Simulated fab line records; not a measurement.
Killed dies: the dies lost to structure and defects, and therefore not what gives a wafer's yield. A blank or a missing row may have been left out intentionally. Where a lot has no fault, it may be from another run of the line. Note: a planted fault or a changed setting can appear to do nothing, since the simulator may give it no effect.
Matching of chambers / flow gf180mcu / cmp-02 running GF_V2_CMP_04: 4 sister chambers
The step polishes SiO2. 16 wafers are shown with their chamber, then 8 later ones without.

== WAFERS PAIRED WITH THEIR CHAMBERS ==
wafer=L865.2; chamber=1; motor_current_A (A)=11.5; retaining_ring_pressure_frac=1.006; time_to_endpoint_s (s)=71
wafer=L865.3; chamber=2; motor_current_A (A)=11.7; retaining_ring_pressure_frac=0.993; time_to_endpoint_s (s)=80
wafer=L865.5; chamber=1; motor_current_A (A)=11.7; retaining_ring_pressure_frac=1.004; time_to_endpoint_s (s)=79
wafer=L868.4; chamber=3; motor_current_A (A)=10.1; retaining_ring_pressure_frac=0.996; time_to_endpoint_s (s)=81
wafer=L868.5; chamber=1; motor_current_A (A)=11.2; retaining_ring_pressure_frac=1.005; time_to_endpoint_s (s)=71
wafer=L868.6; chamber=0; motor_current_A (A)=13.6; retaining_ring_pressure_frac=1.007; time_to_endpoint_s (s)=86
wafer=L871.3; chamber=1; motor_current_A (A)=11.7; retaining_ring_pressure_frac=1.002; time_to_endpoint_s (s)=71
wafer=L871.4; chamber=2; motor_current_A (A)=11.7; retaining_ring_pressure_frac=0.994; time_to_endpoint_s (s)=75
wafer=L871.6; chamber=3; motor_current_A (A)=10.7; retaining_ring_pressure_frac=1.000; time_to_endpoint_s (s)=79
wafer=L873.2; chamber=3; motor_current_A (A)=10.2; retaining_ring_pressure_frac=0.991; time_to_endpoint_s (s)=72
wafer=L873.4; chamber=2; motor_current_A (A)=11.9; retaining_ring_pressure_frac=0.989; time_to_endpoint_s (s)=76
wafer=L873.5; chamber=2; motor_current_A (A)=10.8; retaining_ring_pressure_frac=0.997; time_to_endpoint_s (s)=85
wafer=L882.2; chamber=1; motor_current_A (A)=10.9; retaining_ring_pressure_frac=0.999; time_to_endpoint_s (s)=73
wafer=L882.3; chamber=3; motor_current_A (A)=10.1; retaining_ring_pressure_frac=1.002; time_to_endpoint_s (s)=81
wafer=L882.6; chamber=0; motor_current_A (A)=14.0; retaining_ring_pressure_frac=1.008; time_to_endpoint_s (s)=86
wafer=L884.3; chamber=1; motor_current_A (A)=11.4; retaining_ring_pressure_frac=1.008; time_to_endpoint_s (s)=75

SIGNATURES, as means of the wafers listed above
reading=motor_current_A; chamber 0=13.800; chamber 1=11.400; chamber 2=11.525; chamber 3=10.275; scatter within a chamber=0.358
reading=retaining_ring_pressure_frac; chamber 0=1.00750; chamber 1=1.00400; chamber 2=0.99325; chamber 3=0.99725; scatter within a chamber=0.00358
reading=time_to_endpoint_s; chamber 0=86.00; chamber 1=73.33; chamber 2=79.00; chamber 3=78.25; scatter within a chamber=3.74
Rule: for each reading, subtract the chamber's mean from the wafer's reading, divide by that reading's scatter and square the result; add these up over the readings and take the root, which gives the wafer's distance from the chamber. The wafer belongs to the nearest chamber; if the next one is less than 2 further off, it can't be placed. The scatter: take each reading less its chamber's mean, square it, sum over the shown wafers, divide by the number of wafers less the number of chambers, and take the root.

== WAFERS WHOSE CHAMBER IS MISSING ==
wafer=L884.4; motor_current_A (A)=13.3; retaining_ring_pressure_frac=1.008; time_to_endpoint_s (s)=83
wafer=L884.6; motor_current_A (A)=11.9; retaining_ring_pressure_frac=0.994; time_to_endpoint_s (s)=94
wafer=L885.1; motor_current_A (A)=13.1; retaining_ring_pressure_frac=0.995; time_to_endpoint_s (s)=81
wafer=L885.4; motor_current_A (A)=10.5; retaining_ring_pressure_frac=0.995; time_to_endpoint_s (s)=85
wafer=L885.6; motor_current_A (A)=13.7; retaining_ring_pressure_frac=0.997; time_to_endpoint_s (s)=91
wafer=L887.2; motor_current_A (A)=11.3; retaining_ring_pressure_frac=1.003; time_to_endpoint_s (s)=79
wafer=L887.5; motor_current_A (A)=11.3; retaining_ring_pressure_frac=1.006; time_to_endpoint_s (s)=95
wafer=L887.6; motor_current_A (A)=11.3; retaining_ring_pressure_frac=1.004; time_to_endpoint_s (s)=78

== EACH ONE'S CHAMBER ==
wafer=L884.4; from the rows above=0; in truth=0
wafer=L884.6; from the rows above=2; in truth=2
wafer=L885.1; from the rows above=can't be placed: 0 or 2 or 1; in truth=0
wafer=L885.4; from the rows above=can't be placed: 3 or 2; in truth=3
wafer=L885.6; from the rows above=0; in truth=0
wafer=L887.2; from the rows above=can't be placed: 1 or 2 or 3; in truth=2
wafer=L887.5; from the rows above=can't be placed: 2 or 1 or 3 or 0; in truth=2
wafer=L887.6; from the rows above=can't be placed: 1 or 2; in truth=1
3 of 8 placed correctly. These rows do not allow placing 5 (true chamber among the candidates in 5). Wrongly placed: 0.
